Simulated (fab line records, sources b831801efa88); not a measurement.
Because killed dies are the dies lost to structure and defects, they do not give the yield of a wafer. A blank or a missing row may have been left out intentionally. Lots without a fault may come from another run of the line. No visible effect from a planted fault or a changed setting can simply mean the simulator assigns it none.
Problem report in the 8D (eight disciplines) form, filled by code ; flow sky130 ; the parts of the form that need people (team, actions taken, sign-off) are left out

## 1. WHAT WENT WRONG
killed-at-contacts at SKY_PAD_OPEN_PROBE_99 reads a mean of 178 on 1 wafer of 1 lot; wafers without a fault read 24 with a standard deviation of 5.3. Relative to the usual mean, that is a shift of +29 standard deviations.
Seen first at day 50 12:39 on prober-01, wafer L184.5. The record has a number at this step for 15 wafers belonging to 5 lots. By rule, "out" or "out of limits" means more than 4 standard deviations away from the usual mean. Any other wafer with a number is counted as sound.

## 2. WHAT IT IS AND WHAT IT IS NOT
question;is;is not
which readings at this step;killed-at-contacts, killed-dies, killed-on-rim;killed_at_M4_up, killed-at-front-end, killed-at-other, killed-open, killed-short
which lots;L184;L169, L171, L177, L178
which wafers of those lots;L184.5;L184.3, L184.4
read on which tools;prober-01;prober-02
when;from day 50 12:39;up to then (14 sound wafers)

## 3. THE SUSPECTS, EACH WITH WHAT RULES IT OUT
Counting: a tool at a process step up to the reading stays a suspect if it ran every lot that is out. Sound lots after the first of them don't rule it out here, since some wafers of a struck lot are sound.
- cmp-02 at SKY_LI_CONTACT_CMP_24 (polishes, stops on PSG, t overpolish 20 s, target thk 0 nm): kept. It ran the lot that is out, L184 (day 35 05:57); its last sound lot up to then is L178 (day 33 08:00).
- rie-metal-01 at SKY_METAL4_METAL_ETCH_18 (etches the open film in Cl2/BCl3, stops on SiO2, target depth 845 nm, time 183.1 s): kept. It ran the lot that is out, L184 (day 47 01:09); its last sound lot up to then is L177 (day 45 07:37).
- cvd-w-02 at SKY_VIA4_CVD_18 (deposits W, target thk 505 nm, time 152.14 s): kept. It ran the lot that is out, L184 (day 47 23:55); its last sound lot up to then is L178 (day 46 10:26).
- pvd-sputter-01 at SKY_METAL5_SPUTTER_04 (material TiN, target thk 70 nm, time 58.3 s): kept. It ran the lot that is out, L184 (day 48 00:37); its last sound lot up to then is L169 (day 44 18:44).
- prober-01 at SKY_PAD_OPEN_PROBE_99: kept. It ran the lot that is out, L184 (day 50 12:33); its last sound lot up to then is L178 (day 49 03:41). Its own readings are out on those wafers: killed-at-contacts, killed-dies, killed-on-rim.
- Within cmp-02 at SKY_LI_CONTACT_CMP_24: the wafers that are out ran in chamber 1; their sound lot-mates ran in chambers 0, 2.
Left after counting: cmp-02 at SKY_LI_CONTACT_CMP_24, rie-metal-01 at SKY_METAL4_METAL_ETCH_18, cvd-w-02 at SKY_VIA4_CVD_18, pvd-sputter-01 at SKY_METAL5_SPUTTER_04, prober-01 at SKY_PAD_OPEN_PROBE_99.

## 4. THE CAUSE (what the simulator had put in)
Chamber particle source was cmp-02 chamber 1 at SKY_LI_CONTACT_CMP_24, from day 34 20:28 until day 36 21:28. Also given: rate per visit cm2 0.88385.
Counting left 5 suspects, and this tool is among them.

## 5. THE CHAIN OF EFFECTS, in route order
One row per reading whose mean, taken over the struck wafers that have a number, lies over 3 standard deviations from the usual. Only readings whose record carries a usual standard deviation are examined. hours: median over the lots of the time between each lot's start at the first step of this table that gives one and its start at this step. sigmas: the change, counted in usual standard deviations.
hours;step;reading;usual;on struck wafers;change;sigmas
0;SKY_PAD_OPEN_PROBE_99;killed-at-contacts;24;178;+154;+29
0;SKY_PAD_OPEN_PROBE_99;killed-dies;86;219;+133;+14
0;SKY_PAD_OPEN_PROBE_99;killed-on-rim;16;41;+25;+6.6
It contains these process steps:
- SKY_PAD_OPEN_PROBE_99

## 6. WHAT WOULD HAVE CAUGHT IT SOONER
376 hours passed between the start of the fault at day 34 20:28 and the first reading out of limits in this record, taken at day 50 12:39.
Of the tool readings at SKY_LI_CONTACT_CMP_24 for which the record gives a usual standard deviation, none was out on any struck wafer, so an alarm limit of 4 standard deviations on them would not have fired.
The start of SKY_LI_CONTACT_CMP_24 on cmp-02 came by day 50 12:39 for every one of the lots that are out (1). Holding the tool at that point would not have protected any of them.
